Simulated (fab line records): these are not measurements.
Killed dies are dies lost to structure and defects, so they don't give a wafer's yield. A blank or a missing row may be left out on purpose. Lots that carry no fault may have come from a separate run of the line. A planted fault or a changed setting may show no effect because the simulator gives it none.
Matching of chambers ; flow gf180mcu ; GF_V3_ETCH_16 on rie-diel-02: 4 sister chambers
The step etches BARC in N2/H2. 4 wafers are shown with their chamber, then 12 later ones without.

EACH WAFER AND ITS CHAMBER
wafer;chamber;drypump-motor-current-A (A)
L088.2;3;6.0
L088.6;1;5.8
L090.1;2;6.3
L090.5;0;5.5

WAFERS WHOSE CHAMBER IS MISSING
wafer;drypump-motor-current-A (A)
L092.1;6.3
L092.4;5.5
L092.5;5.8
L093.3;5.9
L093.4;6.3
L093.6;6.0
L094.1;6.0
L094.4;5.9
L094.6;6.3
L095.2;5.8
L095.3;6.3
L095.6;5.8

WHICH CHAMBER EACH ONE RAN IN
wafer;from the rows above;in truth
L092.1;2;2
L092.4;0;0
L092.5;1;1
L093.3;can't be placed: 3 or 1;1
L093.4;2;2
L093.6;3;3
L094.1;3;3
L094.4;can't be placed: 3 or 1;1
L094.6;2;2
L095.2;1;1
L095.3;2;2
L095.6;1;1
10 of 12 placed correctly. Can't be placed from these rows: 2 (the true chamber is among the candidates in 2). Wrongly placed: 0.
How it was worked out, from the rows above alone: a wafer's distance from a chamber is the root of the sum, over the readings, of the square of ((its reading less the chamber's mean) divided by the reading's scatter). If the next closest chamber is less than 2 further off than the closest, the wafer can't be placed; otherwise it belongs to the closest. A chamber's mean is the mean of its shown wafers. The scatter (one wafer shown for each chamber): square how far every hidden wafer sits from the nearest shown wafer, average those squares and take the square root.
